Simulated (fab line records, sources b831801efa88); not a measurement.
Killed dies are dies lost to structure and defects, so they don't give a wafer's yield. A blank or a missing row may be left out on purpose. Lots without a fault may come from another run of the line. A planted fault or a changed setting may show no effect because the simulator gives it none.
fab line records | flow sky130
record lots=13 wafers=39 last_day=50
route steps=708 shown METAL4@631 VIA4@641
lots that met no fault: from a run of the same line without faults
start_h: hours from the record's first day to the start of the lot's first wafer shown | wait_h: hours since the lot's step before | " the same as in the row above | L1.1+2: a row that stands for several wafers | - no value, or no start given | * or withheld: withheld | < > ~ a bound
route shown NAME@n: a module of which the file shows steps, and the number in the route of the first | usual: mean/standard deviation of fault-free wafers | same: alike in all rows | chamber/n: place in a boat | sites: the reading at each site | _std_site: their standard deviation | _edge_site: outer sites' mean less inner sites' | radius_mm: how far each site lies from the wafer's centre | mask NAME#n: copy n | behind: the tool/chamber that last shaped the wafer | hold: why the lot was held/for how many hours/how that ended | device: the transistor (n, p or np) that didn't switch | end of line: the same wafers' tests at the end of the route | a step without rows: its recipe alone | killed: dies lost to structure and defects at the first sort, not the wafer's yield | map: a wafer's dies, x killed, . not, _ none there
set.NAME: the setting as run; set.NAME@STEP: as run at that earlier step | model.NAME: the simulator's own value behind a step, which no gauge read
steps of the route over a sample of lots; a table a step, a row a wafer
services: from which hour (start_h, from the record's first day; less than 0 if before it) a tool's chamber was out of use, for how many hours, and why
## steps
# step SKY_METAL4_DESCUM_15
# recipe chemistry=O2 source_power_w=150 bias_power_w=0 pressure_mtorr=10 temp_c=40 time_s=8
# usual drypump_motor_current_A=5.8/0.5 oes_product_au=1.001/0.012
# columns lot.wafer tool chamber start_h wait_h drypump_motor_current_A oes_product_au rf_hours_counter_h
L282.1 rie_metal-01 0 984.73 0.0 5.8 0.978 16
L282.4 " 1 " " 6.4 0.994 -
L282.6 " 1 " " 6.4 0.996 -
L283.1 rie_metal-04 1 994.00 0.0 5.3 0.994 9
L283.3 " 1 " " 5.3 0.992 -
L283.5 " 1 " " 5.2 0.995 -
L284.3 rie_metal-03 0 997.74 0.0 5.2 1.013 -
L284.4 " 1 " " 5.9 0.996 -
L284.6 " 1 " " 5.9 0.987 -
L286.2 rie_metal-01 1 1007.40 0.0 6.4 0.984 15
L286.3 " 1 " " 6.3 0.983 -
L286.6 " 0 " " 5.8 0.976 -
L287.3 rie_metal-03 1 1014.29 0.0 6.0 0.994 -
L287.4 " 0 " " 5.2 1.012 -
L287.5 " 0 " " 5.2 1.003 -
L288.3 rie_metal-03 1 1022.36 0.0 5.9 0.993 -
L288.5 " 0 " " 5.2 1.018 -
L288.6 " 1 " " 5.9 0.983 -
L289.2 rie_metal-04 0 1033.72 0.0 6.4 1.016 15
L289.5 " 0 " " 6.4 1.009 -
L289.6 " 1 " " 5.3 0.995 -
L290.2 rie_metal-01 1 1038.28 0.0 6.4 1.000 16
L290.4 " 0 " " 5.8 0.975 -
L290.6 " 0 " " 5.8 0.989 -
L291.1 rie_metal-03 1 1039.83 0.0 6.0 0.997 3
L291.4 " 1 " " 5.9 0.994 -
L291.6 " 0 " " 5.2 1.014 -
L292.1 rie_metal-03 0 1048.95 0.0 5.2 1.011 10
L292.2 " 1 " " 5.9 0.991 4
L292.3 " 1 " " 5.9 0.998 -
L293.1 rie_metal-03 1 1049.88 0.0 6.0 0.987 4
L293.2 " 0 " " 5.2 1.010 10
L293.6 " 0 " " 5.2 1.013 -
L302.1 rie_metal-04 0 1108.75 0.0 6.5 1.016 20
L302.2 " 1 " " 5.3 0.994 17
L302.5 " 0 " " 6.4 1.011 -
L304.3 rie_metal-03 0 1116.94 0.0 5.2 1.008 -
L304.4 " 1 " " 5.9 1.004 -
L304.6 " 1 " " 5.9 1.004 -
# step SKY_VIA4_CMP_02
# recipe material=SiO2 down_force_psi=4 platen_rpm=60 pad_velocity_m_s=0.94248
# usual motor_current_A=11.3/0.72
# columns lot.wafer tool chamber start_h wait_h motor_current_A
L282.1 cmp-01 0 986.26 0.4 10.7
L282.4 " 2 " " 11.6
L282.6 " 1 " " 11.7
L283.1 cmp-02 3 995.25 0.1 10.1
L283.3 " 0 " " 10.5
L283.5 " 1 " " 11.6
L284.3 cmp-02 2 998.89 0.0 10.7
L284.4 " 3 " " 10.3
L284.6 " 2 " " 11.2
L286.3 cmp-02 0 1008.55 0.0 10.5
L286.2 " 3 " " 10.0
L286.6 " 1 " " 12.2
L287.3 cmp-02 3 1015.50 0.0 9.9
L287.4 " 0 " " 10.6
L287.5 " 0 " " 10.5
L288.3 cmp-02 2 1023.60 0.1 10.9
L288.5 " 0 " " 11.0
L288.6 " 1 " " 11.5
L289.2 cmp-02 0 1034.87 0.0 11.3
L289.6 " 0 " " 10.9
L289.5 " 1 " " 11.9
L290.4 cmp-01 3 1039.51 0.0 11.7
L290.2 " 2 " " 11.0
L290.6 " 3 " " 11.6
L291.4 cmp-01 2 1041.31 0.3 11.6
L291.1 " 0 " " 10.9
L291.6 " 2 " " 11.3
L292.2 cmp-01 1 1050.10 0.0 11.9
L292.1 " 2 " " 11.4
L292.3 " 3 " " 11.9
L293.2 cmp-01 0 1051.04 0.0 11.9
L293.1 " 1 " " 12.1
L293.6 " 1 " " 12.2
L302.2 cmp-02 0 1110.04 0.1 10.0
L302.1 " 1 " " 11.6
L302.5 " 3 " " 10.2
L304.3 cmp-02 2 1118.27 0.0 10.4
L304.4 " 0 " " 11.0
L304.6 " 2 " " 10.8
# step SKY_VIA4_BOW_MEAS_03
# recipe mode=bow
# usual VIA4_BOW=79/9
# columns lot.wafer tool chamber start_h wait_h VIA4_BOW[um]
L282.1 film_metro-04 - 986.56 0.2 74
L282.4 " - " " 61
L282.6 " - " " 60
L283.1 film_metro-02 - 995.45 0.1 82
L283.3 " - " " 73
L283.5 " - " " 66
L284.3 film_metro-02 - 999.23 0.3 69
L284.4 " - " " 88
L284.6 " - " " 79
L286.2 film_metro-02 - 1008.90 0.1 77
L286.3 " - " " 72
L286.6 " - " " 61
L287.3 film_metro-02 - 1015.84 0.3 93
L287.4 " - " " 89
L287.5 " - " " 79
L288.3 film_metro-02 - 1023.84 0.2 91
L288.5 " - " " 88
L288.6 " - " " 79
L289.2 film_metro-02 - 1035.19 0.3 77
L289.5 " - " " 68
L289.6 " - " " 64
L290.2 film_metro-01 - 1039.83 0.1 74
L290.4 " - " " 82
L290.6 " - " " 82
L291.1 film_metro-04 - 1041.61 0.1 92
L291.4 " - " " 83
L291.6 " - " " 80
L292.1 film_metro-01 - 1050.40 0.2 78
L292.2 " - " " 86
L292.3 " - " " 84
L293.1 film_metro-01 - 1051.34 0.2 93
L293.2 " - " " 98
L293.6 " - " " 89
L302.1 film_metro-02 - 1110.24 0.1 74
L302.2 " - " " 74
L302.5 " - " " 78
L304.3 film_metro-04 - 1118.61 0.3 81
L304.4 " - " " 83
L304.6 " - " " 88
# step SKY_VIA4_ETCH_12
# recipe target=SiO2 chemistry=C4F8/O2/Ar stop_on=TiN mask_material=NOVOLAK source_w=1500 bias_w=1200 pressure_mtorr=40 c4f8_flow_sccm=withheld O2_flow_sccm=6 Ar_flow_sccm=300 time_s=withheld target_depth_a=5800
# usual oes_product_au=0.925/0.0047
# columns lot.wafer tool chamber start_h wait_h oes_product_au
L282.1 rie_diel-04 0 1009.76 0.0 0.926
L282.4 " 3 " " 0.919
L282.6 " 0 " " 0.928
L283.1 rie_diel-02 3 1018.51 0.0 0.925
L283.3 " 2 " " 0.926
L283.5 " 0 " " 0.930
L284.3 rie_diel-02 2 1022.01 0.0 0.923
L284.4 " 3 " " 0.922
L284.6 " 3 " " 0.918
L286.2 rie_diel-04 0 1030.48 0.0 0.928
L286.3 " 2 " " 0.920
L286.6 " 1 " " 0.925
L287.3 rie_diel-04 2 1038.46 0.0 0.926
L287.4 " 3 " " 0.935
L287.5 " 3 " " 0.921
L288.3 rie_diel-02 2 1046.28 0.0 0.924
L288.5 " 1 " " 0.927
L288.6 " 0 " " 0.925
L289.2 rie_diel-04 3 1056.76 0.0 0.931
L289.5 " 0 " " 0.923
L289.6 " 3 " " 0.926
L290.2 rie_diel-03 3 1060.96 0.0 0.927
L290.4 " 0 " " 0.931
L290.6 " 2 " " 0.924
L291.1 rie_diel-03 1 1063.46 0.0 0.934
L291.4 " 0 " " 0.938
L291.6 " 0 " " 0.922
L292.1 rie_diel-04 3 1070.93 0.0 0.920
L292.2 " 0 " " 0.928
L292.3 " 1 " " 0.930
L293.1 rie_diel-03 2 1072.56 0.0 0.974
L293.2 " 0 " " 0.929
L293.6 " 3 " " 0.971
L302.1 rie_diel-02 3 1130.01 0.0 0.927
L302.2 " 0 " " 0.929
L302.5 " 0 " " 0.923
L304.3 rie_diel-03 3 1137.98 0.0 0.921
L304.4 " 0 " " 0.926
L304.6 " 1 " " 0.928
# step SKY_VIA4_THK_MEAS_20
# recipe thk_meas_gauge=xrf reads=W_of_VIA4_CVD_18
# usual VIA4_W_THK=494/9
# columns lot.wafer tool chamber start_h wait_h VIA4_W_THK[nm]
L282.1 film_metro-04 - 1010.76 0.1 489
L282.4 " - " " 496
L282.6 " - " " 492
L283.1 film_metro-02 - 1019.57 0.1 505
L283.3 " - " " 501
L283.5 " - " " 505
L284.3 film_metro-04 - 1023.04 0.1 487
L284.4 " - " " 490
L284.6 " - " " 494
L286.2 film_metro-04 - 1031.49 0.1 490
L286.3 " - " " 491
L286.6 " - " " 488
L287.3 film_metro-04 - 1039.48 0.1 484
L287.4 " - " " 491
L287.5 " - " " 484
L288.3 film_metro-01 - 1047.31 0.1 486
L288.5 " - " " 500
L288.6 " - " " 486
L289.2 film_metro-02 - 1057.81 0.1 502
L289.5 " - " " 503
L289.6 " - " " 499
L290.2 film_metro-01 - 1061.98 0.1 481
L290.4 " - " " 478
L290.6 " - " " 493
L291.1 film_metro-01 - 1064.46 0.1 493
L291.4 " - " " 495
L291.6 " - " " 485
L292.1 film_metro-01 - 1071.96 0.1 496
L292.2 " - " " 482
L292.3 " - " " 485
L293.1 film_metro-02 - 1073.60 0.1 496
L293.2 " - " " 500
L293.6 " - " " 504
L302.1 film_metro-02 - 1131.01 0.1 490
L302.2 " - " " 509
L302.5 " - " " 495
L304.3 film_metro-04 - 1138.99 0.1 484
L304.4 " - " " 491
L304.6 " - " " 494
## services
# columns tool chamber start_h hours kind
cmp-02 - 1004.17 2.8 repair
rie_diel-03 - 1031.98 0.4 repair
cmp-01 - 1033.35 2.7 repair
cmp-01 - 1035.60 2.1 repair
cmp-02 - 1038.21 4.4 pm
rie_diel-04 1 1046.99 - clean
rie_diel-04 1 1046.99 20.1 scheduled_down
rie_diel-04 1 1046.99 20.1 vent_cycle
rie_diel-04 2 1052.98 7.2 repair
cmp-02 - 1062.61 0.8 repair
cmp-02 - 1080.33 3.2 repair
cmp-02 - 1084.00 4.0 pm
rie_diel-02 1 1087.98 21.8 repair
cmp-02 - 1088.00 - consumable_replace:conditioner
cmp-02 - 1088.00 - consumable_replace:pad
rie_metal-01 1 1109.82 10.1 repair
cmp-02 - 1119.58 6.2 pm
rie_diel-02 1 1121.28 8.5 repair
rie_diel-03 3 1130.58 4.2 repair
## key
first_sign step=SKY_VIA4_ETCH_12 reading=oes_product_au direction=up sigmas=9.9 usual=0.925 struck=0.972
effect none on later readings
met_at SKY_VIA4_CMP_02
struck_lots L293
struck_wafers L293.1,L293.6
sort_left_out L293.1,L293.6
not_acting_at SKY_METAL4_DESCUM_15,SKY_VIA4_BOW_MEAS_03,SKY_VIA4_THK_MEAS_20
onset_between 1050.10 1051.04
fault kind=process_parameter_drift tool=cmp-01 chamber=- onset_h=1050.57 steps=SKY_VIA4_CMP_02 channel=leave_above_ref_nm offset=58 shape=step end_h=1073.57 scope=struck_wafers_only acts_in=these_recipes_only stated=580
# sort_left_out: the simulated sort isn't trusted on such a fault, so these wafers' sort isn't shown, and their yield isn't known
